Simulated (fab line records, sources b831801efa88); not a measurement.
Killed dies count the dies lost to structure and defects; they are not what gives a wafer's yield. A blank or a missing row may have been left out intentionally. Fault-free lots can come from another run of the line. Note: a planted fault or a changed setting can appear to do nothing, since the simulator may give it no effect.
Which of the tools did it? ; flow gf180mcu ; 33 wafers from 11 lots sampled at 3 of the route's 602 steps

== WHAT EACH GAUGE READ, for each wafer ==
GF_V3_RS_MEAS_24: measurement is done with a four-point probe.
lot;measured;on;V3_W_RS (ohm/sq)
L451;day 22 19:01;film-metro-03;0.330 0.337 0.331
L452;day 23 02:52;film-metro-04;0.336 0.330 0.333
L454;day 23 22:06;film-metro-04;0.338 0.322 0.335
L457;day 25 04:58;film-metro-03;0.324 0.341 0.340
L459;day 25 13:44;film-metro-01;0.340 0.331 0.329
L460;day 25 21:18;film-metro-03;0.330 0.332 0.331
L461;day 26 04:53;film-metro-01;0.332 0.335 0.335
L465;day 27 03:31;film-metro-01;0.197 0.327 0.199
L466;day 27 12:47;film-metro-03;0.197 0.198 0.197
L467;day 27 20:31;film-metro-03;0.330 0.325 0.331
L470;day 28 12:34;film-metro-03;0.330 0.332 0.332

== WHAT TOOL EACH LOT RAN ON (gives the tool, then ch and the chambers of the sampled wafers, and finally the start) ==
lot;GF_V3_CVD_02;GF_V3_CVD_23
L451;pecvd-04 ch 0,1, day 21 17:46;cvd-w-02 ch 0,1, day 22 18:54
L452;pecvd-03 ch 1,2, day 22 01:28;cvd-w-02 ch 0,1, day 23 02:45
L454;pecvd-03 ch 1,2, day 22 21:44;cvd-w-01 ch 0,1, day 23 21:59
L457;pecvd-03 ch 1,2, day 24 05:16;cvd-w-01 ch 0,1, day 25 04:52
L459;pecvd-02 ch 1,2, day 24 14:33;cvd-w-02 ch 0,1, day 25 13:37
L460;pecvd-04 ch 0,1, day 24 22:27;cvd-w-02 ch 0,1, day 25 21:10
L461;pecvd-03 ch 0,2, day 25 06:44;cvd-w-02 ch 1, day 26 04:39
L465;pecvd-04 ch 0,2, day 26 05:25;cvd-w-01 ch 0,1, day 27 03:24
L466;pecvd-03 ch 0,2, day 26 15:10;cvd-w-01 ch 0, day 27 12:40
L467;pecvd-03 ch 0,1,2, day 26 22:40;cvd-w-02 ch 0, day 27 20:17
L470;pecvd-04 ch 1,2, day 27 15:58;cvd-w-02 ch 0,1, day 28 12:26
- GF_V3_CVD_02: deposits SiO2 from TEOS, target thk 850 nm, time 94.851 s.
- GF_V3_CVD_23: deposits W, target thk 350 nm, time 104.9 s.

== THE ANSWER, worked out from the rows above alone ==
Rule: usual is defined by the lots themselves. Put in order of their means at a reading, lots are off if they are a third of the lots or fewer, leave a main group of 4 or more, and stand apart from it by a gap of 3 or more times the standard deviation of the main group's means; of several such gaps the widest counts. If all means in a main group match to the digits the tables above print for the reading, that group is not used. A lot without any number at a reading at which 4 lots or more have one is off too. The other lots that the step has rows for count as sound.
Off: L465, L466, seen at GF_V3_RS_MEAS_24 (V3_W_RS). The main group: mean 0.332 ohm/sq, standard deviation 0.0018.
If a tool, at a process step before that reading, ran all the lots that are off and no sound lot after the first of them, it fits. Those tools and the gauges at GF_V3_RS_MEAS_24 are tried in the same way. One candidate fits, namely cvd-w-01 at GF_V3_CVD_23. A fault onset in the window from L457 (day 25 04:52, its last sound lot) to L465 (day 27 03:24, its first lot off) fits.

== WHAT HAD BEEN PUT IN BY THE SIMULATOR ==
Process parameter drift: cvd-w-01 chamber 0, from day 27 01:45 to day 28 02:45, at GF_V3_CVD_23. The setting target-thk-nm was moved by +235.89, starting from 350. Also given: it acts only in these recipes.
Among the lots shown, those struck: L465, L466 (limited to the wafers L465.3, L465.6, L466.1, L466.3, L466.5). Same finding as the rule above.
